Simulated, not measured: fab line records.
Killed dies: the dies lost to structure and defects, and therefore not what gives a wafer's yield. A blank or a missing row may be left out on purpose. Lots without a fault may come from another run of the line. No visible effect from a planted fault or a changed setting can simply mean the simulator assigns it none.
Which of the tools did it? || flow sky130 || route of 708 steps, sampled at 1 step: 6 lots, 18 wafers

WHAT THE GAUGES SHOWED, per wafer
SKY_LDD_P_CD_MEAS_07: target cd 380 nm.
{"lot": "L481", "measured": "day 19 00:32", "on": "cdSem-01", "cdNm (nm)": "380.0 382.7 384.2"}
{"lot": "L484", "measured": "day 20 01:19", "on": "cdSem-02", "cdNm (nm)": "378.9 378.3 380.9"}
{"lot": "L488", "measured": "day 22 02:43", "on": "cdSem-01", "cdNm (nm)": "384.5 383.2 381.9"}
{"lot": "L490", "measured": "day 22 12:11", "on": "cdSem-02", "cdNm (nm)": "378.9 379.2 379.3"}
{"lot": "L494", "measured": "day 24 10:26", "on": "cdSem-01", "cdNm (nm)": "379.2 378.4 380.5"}
{"lot": "L503", "measured": "day 26 21:17", "on": "cdSem-02", "cdNm (nm)": "383.0 379.7 379.1"}

EACH LOT AND THE TOOL THAT RAN IT (in order: tool; ch and the chambers of the sampled wafers; start)
Before these readings, the record contains no process step.

THE ANSWER, worked out from the rows above alone
Rule: usual is defined by the lots themselves. The widest of any qualifying gaps counts: lots, ordered by their means at a reading, are off when they make up no more than a third of the lots, leave a main group of 4 or more, and stand apart from it by 3 or more times the standard deviation of that group's means. The tables above print the reading to a certain number of digits; a main group whose means all agree to those digits is not used. A lot without any number at a reading at which 4 lots or more have one is off too. Where the step has rows for the other lots, those lots are counted as sound.
No lot is off at any reading shown: from this, nothing can be told.

WHAT THE SIMULATOR HAD INSERTED
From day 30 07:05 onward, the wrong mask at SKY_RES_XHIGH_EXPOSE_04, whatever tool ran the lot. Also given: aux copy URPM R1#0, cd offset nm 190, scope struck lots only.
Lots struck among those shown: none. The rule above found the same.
